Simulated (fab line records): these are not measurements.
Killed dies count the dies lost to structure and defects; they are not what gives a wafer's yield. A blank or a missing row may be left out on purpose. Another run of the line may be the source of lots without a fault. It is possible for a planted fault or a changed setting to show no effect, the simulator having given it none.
A lot that was struck, set against a sound lot	flow gf180mcu	18 steps out of a route of 602
Sound: wafers L842.1, L842.3, L842.5. Wafers L835.2, L835.4, L835.5 were the ones struck. The cause is named last.
For every step that has rows: the tool of each side, followed by ch and its chambers, followed by its first start. Under that, the readings that differ: sound wafers	struck wafers	difference of the means	sigmas: that difference in standard deviations of wafers without a fault.
alike: same words and numbers on both sides, and readings whose means sit less than 2 such deviations apart. not compared: any withheld reading, any reading some wafer has no value for, any bound like >300 that may hide the same value, and any number with overlapping values for which the record gives no deviation.
Wherever a step has rows on one side only, a row that says differs or no value, or a row with sigmas, the two part there. Numbers that have no deviation but don't overlap get no sigmas and don't part them. A reading missing from all wafers of one side parts the sides only when that side holds two or more wafers.

first, 7 steps without rows for these wafers: GF_VT_IMPLANT_DEHYDRATE_33 (time 60 s); GF_VT_IMPLANT_HMDS_34 (prime time 60 s); GF_VT_IMPLANT_COAT_35 (resist thk 1000 nm); GF_VT_IMPLANT_SOFTBAKE_36 (time 60 s); GF_VT_IMPLANT_EXPOSE_37 (exposes mask Nwell HV AREA, target cd 860 nm); GF_VT_IMPLANT_PEB_38; GF_VT_IMPLANT_DEVELOP_39 (develop time 60 s).
GF_VT_IMPLANT_OVL_MEAS_40:
  struck on overlay-02, day 11 13:49; sound on overlay-01, day 13 11:37
  alike: VT_IMPLANT_03_OVL
then, 1 step without rows for these wafers: GF_VT_IMPLANT_IMPLANT_41.
GF_VT_IMPLANT_STRIP_42: strips in O2/N2.
  sound on plasmaAsher-03 ch 0, day 13 11:48; struck on plasmaAsher-01 ch 0,1, day 11 14:00
  alike: chamberPressureMTorr, drypumpMotorCurrentA, heaterPowerW, o2FlowSccm, oesProductAu, stripTimeToEndpointS
  not compared: rfHoursCounterH
GF_VT_IMPLANT_TW_MEAS_43:
  struck on filmMetro-02, day 11 14:07; sound on filmMetro-02, day 13 11:54
  alike: VT_IMPLANT_4_TW
then, 1 step without rows for these wafers: GF_VT_IMPLANT_CLEAN_44 (cleans in SC1/SC2, time 150 s).
GF_VT_IMPLANT_RTA_45: time 30 s.
  sound on rtpAnneal-01 ch 0, day 13 12:01; struck on rtpAnneal-02, day 11 14:14
  no value came back on the struck wafers for annealTempCMax, chamberO2Ppm, lampPowerPct (%), wafer_temp_C_max; on the sound wafers annealTempCMax reads 1054.3 1054.7 1055.9
GF_VT_IMPLANT_RS_MEAS_46: a four-point-probe measurement.
  struck on filmMetro-03, day 11 14:20; sound on filmMetro-02, day 13 12:07
reading	sound	struck	difference	sigmas
MVSD_RS (ohm/sq)	456.4 457.5 457.7	133.0 132.9 133.2	-324.2	-99 or more
GF_VT_IMPLANT_RS_MEAS_47: a four-point-probe measurement.
  struck on filmMetro-03, day 11 14:27; sound on filmMetro-02, day 13 12:14
reading	sound	struck	difference	sigmas
NWELL_RS (ohm/sq)	487.0 488.1 488.3	132.9 132.8 133.2	-354.8	-99 or more
GF_VT_IMPLANT_RS_MEAS_48: a four-point-probe measurement.
  struck on filmMetro-03, day 11 14:34; sound on filmMetro-02, day 13 12:21
reading	sound	struck	difference	sigmas
LVPWELL_RS (ohm/sq)	1199.0 1198.2 1194.0	133.0 133.0 132.9	-1064.1	-99 or more
GF_VT_IMPLANT_RS_MEAS_49: a four-point-probe measurement.
  struck on filmMetro-03, day 11 14:41; sound on filmMetro-02, day 13 12:28
reading	sound	struck	difference	sigmas
MVPSD_RS (ohm/sq)	1170.4 1169.9 1168.7	133.2 133.0 133.3	-1036.5	-99 or more
then, 1 step without rows for these wafers: GF_VT_IMPLANT_WET_ETCH_50 (etches SiO2 in dHF, target depth 20 nm, time 400 s).

## WHERE THEY PART
Last at GF_VT_IMPLANT_RS_MEAS_49 as far as this record goes, first at GF_VT_IMPLANT_RTA_45.

WHY: what the simulator had put in
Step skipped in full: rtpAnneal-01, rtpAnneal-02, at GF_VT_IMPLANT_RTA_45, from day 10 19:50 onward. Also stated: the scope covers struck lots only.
